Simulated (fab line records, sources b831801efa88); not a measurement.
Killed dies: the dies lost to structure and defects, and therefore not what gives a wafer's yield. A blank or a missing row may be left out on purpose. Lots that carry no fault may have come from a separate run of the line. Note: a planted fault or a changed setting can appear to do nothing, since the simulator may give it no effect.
Which tool is to blame? ; flow sky130 ; 33 wafers from 11 lots sampled at 6 of the route's 708 steps

== WHAT EACH GAUGE READ, for each wafer ==
SKY_NWELL_THK_MEAS_02. Usual: NWELL_OXIDATION_THK gives 10.05 nm (standard deviation 0.18).
lot;measured;on;NWELL_OXIDATION_THK (nm);flag
L729;day 3 10:37;film_metro-03;9.86 10.09 10.03;
L731;day 3 18:53;film_metro-03;9.99 9.93 9.81;
L735;day 4 13:23;film_metro-02;10.32 10.28 10.16;
L736;day 4 18:33;film_metro-03;9.97 9.98 10.00;
L737;day 5 01:13;film_metro-04;9.75 9.79 9.70;
L738;day 5 07:26;film_metro-02;10.26 10.21 10.43;
L740;day 5 20:12;film_metro-04;9.81 9.78 10.02;
L742;day 6 05:26;film_metro-04;9.90 9.95 9.91;
L743;day 6 10:13;film_metro-04;10.10 10.04 9.82;
L744;day 6 16:01;film_metro-02;9.73 9.54 9.79;
L746;day 7 06:04;film_metro-04;10.08 10.01 10.11;

SKY_VT_ADJUST_NCORE_CD_MEAS_07 targets a cd of 380 nm. Usual: cd_nm reads 380.4 nm (standard deviation 2.3).
lot;measured;on;cd_nm (nm);flag
L729;day 9 19:12;cd_sem-02;380.6 380.2 382.7;
L731;day 10 08:13;cd_sem-01;381.2 383.6 383.2;
L735;day 11 11:26;cd_sem-02;379.5 380.3 377.9;
L736;day 11 17:26;cd_sem-02;383.8 382.0 378.1;
L737;day 12 04:47;cd_sem-01;378.8 381.5 379.8;
L738;day 12 12:05;cd_sem-01;382.7 381.6 384.9;
L740;day 13 06:43;cd_sem-02;376.5 376.3 376.8;
L742;day 13 16:23;cd_sem-02;376.1 376.9 378.6;
L743;day 13 22:05;cd_sem-02;380.1 383.4 382.6;
L744;day 14 08:17;cd_sem-01;380.5 380.0 380.4;
L746;day 15 02:26;cd_sem-01;379.6 379.1 378.9;

SKY_LDD_N_TW_MEAS_17. Usual: LDD_N_TW gives 2560 (standard deviation 45).
lot;measured;on;LDD_N_TW;flag
L729;day 19 14:23;film_metro-04;2615 2592 2593;
L731;day 20 03:34;film_metro-02;2520 2508 2503;
L735;day 22 01:38;film_metro-02;2526 2515 2529;
L736;day 21 21:36;film_metro-02;2511 2510 2506;
L737;day 22 15:26;film_metro-04;2617 2622 2636;
L738;day 22 22:16;film_metro-04;2628 2624 2623;
L740;day 24 03:11;film_metro-02;2533 2551 2532;
L742;day 24 13:32;film_metro-04;3009 3005 2995;OFF
L743;day 24 16:13;film_metro-01;2935 2947 2935;OFF
L744;day 24 22:52;film_metro-04;2633 2623 2631;
L746;day 25 19:25;film_metro-02;2523 2519 2530;

SKY_SD_P_CD_MEAS_07 targets a cd of 380 nm. Usual: cd_nm reads 380.1 nm (standard deviation 2.3).
lot;measured;on;cd_nm (nm);flag
L729;day 27 04:06;cd_sem-02;379.0 382.6 381.1;
L731;day 27 16:29;cd_sem-02;379.1 378.8 379.7;
L735;day 29 13:14;cd_sem-01;380.1 381.2 382.0;
L736;day 29 08:26;cd_sem-01;379.3 378.3 380.5;
L737;day 29 23:44;cd_sem-02;379.1 379.0 380.4;
L738;day 30 05:56;cd_sem-02;384.6 382.2 386.2;
L740;day 31 05:34;cd_sem-02;381.1 380.9 380.5;
L742;day 31 08:17;cd_sem-02;386.1 382.7 381.2;
L743;day 31 12:21;cd_sem-02;376.5 378.5 377.0;
L744;day 32 14:05;cd_sem-01;378.6 377.5 379.5;
L746;day 32 19:49;cd_sem-01;379.9 378.6 378.0;

== TOOL THAT RAN EACH LOT (tool first, then ch and the chambers of the sampled wafers, then the start) ==
lot;SKY_LDD_N_IMPLANT_08;SKY_LDD_N_STRIP_16
L729;implanter-02 ch 0, day 19 13:05;plasma_asher-04 ch 0,1, day 19 14:16
L731;implanter-04 ch 0, day 20 02:16;plasma_asher-04 ch 0,1, day 20 03:28
L735;implanter-01 ch 0, day 21 20:02;plasma_asher-03 ch 0,1, day 22 01:31
L736;implanter-02 ch 0, day 21 20:18;plasma_asher-02 ch 0,1, day 21 21:30
L737;implanter-02 ch 0, day 22 14:11;plasma_asher-04 ch 0,1, day 22 15:20
L738;implanter-04 ch 0, day 22 20:58;plasma_asher-03 ch 0,1, day 22 22:10
L740;implanter-01 ch 0, day 24 01:55;plasma_asher-02 ch 0,1, day 24 03:05
L742;implanter-02 ch 0, day 24 12:17;plasma_asher-03 ch 0,1, day 24 13:26
L743;implanter-02 ch 0, day 24 14:56;plasma_asher-02 ch 0,1, day 24 16:07
L744;implanter-04 ch 0, day 24 21:34;plasma_asher-04 ch 0,1, day 24 22:46
L746;implanter-04 ch 0, day 25 18:07;plasma_asher-03 ch 1, day 25 19:19
- SKY_LDD_N_IMPLANT_08
- SKY_LDD_N_STRIP_16: strips in O2/N2.

== AS READ BY THE TOOLS THEMSELVES (means over the sampled wafers that have a number; for cases with no such wafer, the mark the record gives instead) ==
SKY_LDD_N_IMPLANT_08. Usual: beam_on_s 9.98 s, standard deviation 0.18; dose_ions_cm2 7.501e+13, standard deviation 7.8e+10; faraday_current_uA 424, standard deviation 7.4.
lot;tool;beam_on_s (s);dose_ions_cm2;faraday_current_uA;flag
L729;implanter-02;9.94;7.503e+13;426;
L731;implanter-04;10.13;7.492e+13;419;
L735;implanter-01;9.97;7.494e+13;424;
L736;implanter-02;10.08;7.496e+13;420;
L737;implanter-02;10.03;7.492e+13;422;
L738;implanter-04;10.04;7.511e+13;421;
L740;implanter-01;10.02;7.499e+13;422;
L742;implanter-02;60.63;5.841e+14;544;OFF
L743;implanter-02;61.96;5.841e+14;532;OFF
L744;implanter-04;9.90;7.504e+13;427;
L746;implanter-04;9.88;7.504e+13;428;

SKY_LDD_N_STRIP_16. Usual: drypump_motor_current_A 5.6 A, standard deviation 0.54; oes_product_au 0.407 a.u., standard deviation 0.0046; strip_time_to_endpoint_s 4.319 s, standard deviation 0.015.
lot;tool;drypump_motor_current_A (A);oes_product_au (a.u.);strip_time_to_endpoint_s (s);flag
L729;plasma_asher-04;5.3;0.411;4.307;
L731;plasma_asher-04;5.3;0.404;4.306;
L735;plasma_asher-03;5.3;0.407;4.314;
L736;plasma_asher-02;5.8;0.412;4.319;
L737;plasma_asher-04;5.5;0.407;4.295;
L738;plasma_asher-03;5.6;0.406;4.327;
L740;plasma_asher-02;5.8;0.406;4.313;
L742;plasma_asher-03;5.6;0.408;5.472;OFF
L743;plasma_asher-02;5.8;0.402;5.445;OFF
L744;plasma_asher-04;5.3;0.405;4.314;
L746;plasma_asher-03;5.9;0.406;4.322;

== THE ANSWER, worked out from the rows above alone ==
Rule: lot off if the mean of its wafers having a number is beyond 3 standard deviations from the usual mean. A lot without any number at a reading at which 4 lots or more have one is off too. All remaining lots with rows at the step are treated as sound. First the gauges in route order, then the tools' own readings, where a lot's mean is used as printed above. At the first step where some lot is off, the reading lying furthest off is the one used; lots without a number count as furthest.
Off: L742, L743, seen at SKY_LDD_N_TW_MEAS_17 (LDD_N_TW).
If a tool, at a process step before that reading, ran all the lots that are off and no sound lot after the first of them, it fits. The gauges at SKY_LDD_N_TW_MEAS_17 aren't tried: what is off there is off at SKY_LDD_N_IMPLANT_08 too, on other tools, and a gauge's error can't cause that. One fits: SKY_LDD_N_IMPLANT_08 on implanter-02. A fault onset in the window from L737 (day 22 14:11, its last sound lot) to L742 (day 24 12:17, its first lot off) fits.
The tool's own readings at SKY_LDD_N_IMPLANT_08 bear it out: on the lots that are off they differ by more than 5 times the standard deviation of the sound lots' means. beam_on_s reads 61.30 s there against 10.00 s on the sound lots; dose_ions_cm2 reads 5.841e+14 there against 7.499e+13 on the sound lots; faraday_current_uA reads 538 there against 423 on the sound lots.

== WHAT THE SIMULATOR HAD PUT IN ==
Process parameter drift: implanter-02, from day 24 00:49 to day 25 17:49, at SKY_LDD_N_IMPLANT_08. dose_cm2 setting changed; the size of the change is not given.
Lots struck among those shown: L742, L743. The rule given above showed the same thing.
